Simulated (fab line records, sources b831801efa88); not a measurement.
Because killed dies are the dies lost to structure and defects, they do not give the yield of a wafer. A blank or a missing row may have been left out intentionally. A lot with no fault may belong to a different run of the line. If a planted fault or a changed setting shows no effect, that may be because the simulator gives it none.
Chamber matching / flow gf180mcu / cmp-02 running GF_V1_CMP_04: 4 sister chambers
The step polishes SiO2. 8 wafers are shown with their chamber, then 7 later ones without.

== WAFERS, EACH WITH ITS CHAMBER ==
wafer=L305.4; chamber=0; motor_current_A (A)=8.6; head_pressure_psi (psi)=3.988
wafer=L313.3; chamber=1; motor_current_A (A)=12.8; head_pressure_psi (psi)=3.996
wafer=L313.6; chamber=1; motor_current_A (A)=11.7; head_pressure_psi (psi)=4.010
wafer=L318.1; chamber=0; motor_current_A (A)=8.4; head_pressure_psi (psi)=3.984
wafer=L318.2; chamber=2; motor_current_A (A)=10.6; head_pressure_psi (psi)=4.002
wafer=L318.6; chamber=2; motor_current_A (A)=10.9; head_pressure_psi (psi)=3.998
wafer=L320.4; chamber=3; motor_current_A (A)=13.3; head_pressure_psi (psi)=3.993
wafer=L320.5; chamber=3; motor_current_A (A)=13.0; head_pressure_psi (psi)=4.000

== WAFERS MISSING THEIR CHAMBER ==
wafer=L320.6; motor_current_A (A)=9.9; head_pressure_psi (psi)=4.007
wafer=L326.1; motor_current_A (A)=10.6; head_pressure_psi (psi)=4.007
wafer=L326.3; motor_current_A (A)=13.2; head_pressure_psi (psi)=3.984
wafer=L326.4; motor_current_A (A)=12.8; head_pressure_psi (psi)=3.999
wafer=L327.3; motor_current_A (A)=8.6; head_pressure_psi (psi)=4.008
wafer=L327.5; motor_current_A (A)=13.5; head_pressure_psi (psi)=3.980
wafer=L327.6; motor_current_A (A)=8.5; head_pressure_psi (psi)=4.018

== THE CHAMBER EACH PASSED THROUGH ==
wafer=L320.6; from the rows above=2; in truth=2
wafer=L326.1; from the rows above=2; in truth=2
wafer=L326.3; from the rows above=can't be placed: 3 or 1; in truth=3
wafer=L326.4; from the rows above=can't be placed: 3 or 1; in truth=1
wafer=L327.3; from the rows above=can't be placed: 0 or 2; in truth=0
wafer=L327.5; from the rows above=can't be placed: 3 or 1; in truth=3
wafer=L327.6; from the rows above=can't be placed: 0 or 2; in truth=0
Correctly placed: 2 of 7. Can't be placed from these rows: 5 (the true chamber is among the candidates in 5). 0 placed wrongly.
How it was worked out, from the rows above alone: a wafer's distance from a chamber is the root of the sum, over the readings, of the square of ((its reading less the chamber's mean) divided by the reading's scatter). If the next closest chamber is less than 2 further off than the closest, the wafer can't be placed; otherwise it belongs to the closest. A chamber's mean is the mean of its shown wafers. The scatter: the root of (the sum of the squares of (reading less its chamber's mean) over the shown wafers, divided by (wafers less chambers)).
